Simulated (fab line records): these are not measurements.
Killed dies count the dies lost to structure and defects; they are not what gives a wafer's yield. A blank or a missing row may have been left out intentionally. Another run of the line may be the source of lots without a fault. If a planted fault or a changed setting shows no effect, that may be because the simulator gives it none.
The tool behind it: which one?	flow gf180mcu	39 wafers from 13 lots sampled at 2 of the route's 602 steps

## WHAT EACH GAUGE READ, for each wafer
GF_CONTACT_THK_MEAS_26: measures by xrf.
lot	measured	on	CONTACT_W_THK (nm)
L465	day 16 15:47	film_metro-04	290 296 291
L466	day 16 20:21	film_metro-04	300 299 300
L468	day 17 23:34	film_metro-01	290 291 300
L469	day 18 02:19	film_metro-04	297 296 289
L470	day 18 14:08	film_metro-01	304 305 304
L471	day 18 19:19	film_metro-02	297 292 299
L472	day 19 05:36	film_metro-02	293 290 298
L473	day 19 08:14	film_metro-02	292 291 292
L477	day 21 05:27	film_metro-02	299 296 298
L478	day 21 14:05	film_metro-01	300 299 302
L482	day 22 22:48	film_metro-02	296 299 299
L486	day 24 04:18	film_metro-02	298 302 297
L487	day 24 11:05	film_metro-04	301 297 301

GF_V1_CD_MEAS_14 targets a cd of 260 nm.
lot	measured	on	cd_nm (nm)
L465	day 18 17:11	cd_sem-02	260.2 259.9 260.3
L466	day 18 20:34	cd_sem-01	260.8 260.1 260.4
L468	day 20 02:43	cd_sem-02	259.8 259.3 260.1
L469	day 20 04:51	cd_sem-01	259.8 258.5 258.5
L470	day 20 17:19	cd_sem-02	258.2 258.2 258.7
L471	day 20 21:55	cd_sem-02	260.7 260.0 260.9
L472	day 21 08:04	cd_sem-01	259.5 261.3 259.5
L473	day 21 09:59	cd_sem-02	261.8 261.7 262.1
L477	day 23 06:42	cd_sem-01	261.1 260.5 261.1
L478	day 23 14:54	cd_sem-02	259.1 258.6 258.5
L482	day 24 21:05	cd_sem-01	259.5 259.1 258.5
L486	day 26 01:13	cd_sem-02	260.1 259.6 259.8
L487	day 26 08:58	cd_sem-02	260.1 260.0 259.4

## WHICH TOOL RAN EACH LOT (tool, then ch and the chambers of the sampled wafers, then the start)
Record: no process step prior to these readings.

## AS READ BY THE TOOLS THEMSELVES (means over the sampled wafers that have a number; for cases with no such wafer, the mark the record gives instead)
The record holds no such reading with a usual standard deviation.

## THE ANSWER, worked out from the rows above alone
Rule: the usual values come from the lots themselves. The widest of any qualifying gaps counts: lots, ordered by their means at a reading, are off when they make up no more than a third of the lots, leave a main group of 4 or more, and stand apart from it by 3 or more times the standard deviation of that group's means. Not used: any main group whose means are identical at the precision the tables above print for the reading. A lot without any number at a reading at which 4 lots or more have one is off too. All remaining lots with rows at the step are treated as sound. After the gauges, taken in route order, come the tools' own readings; for these a lot's mean is taken, as printed above. The first step at which some lot is off is used, and at that step the reading that is off furthest; a lot without a number counts as furthest.
None of the lots is off at any reading shown; this tells nothing.

## WHAT THE SIMULATOR HAD PUT IN
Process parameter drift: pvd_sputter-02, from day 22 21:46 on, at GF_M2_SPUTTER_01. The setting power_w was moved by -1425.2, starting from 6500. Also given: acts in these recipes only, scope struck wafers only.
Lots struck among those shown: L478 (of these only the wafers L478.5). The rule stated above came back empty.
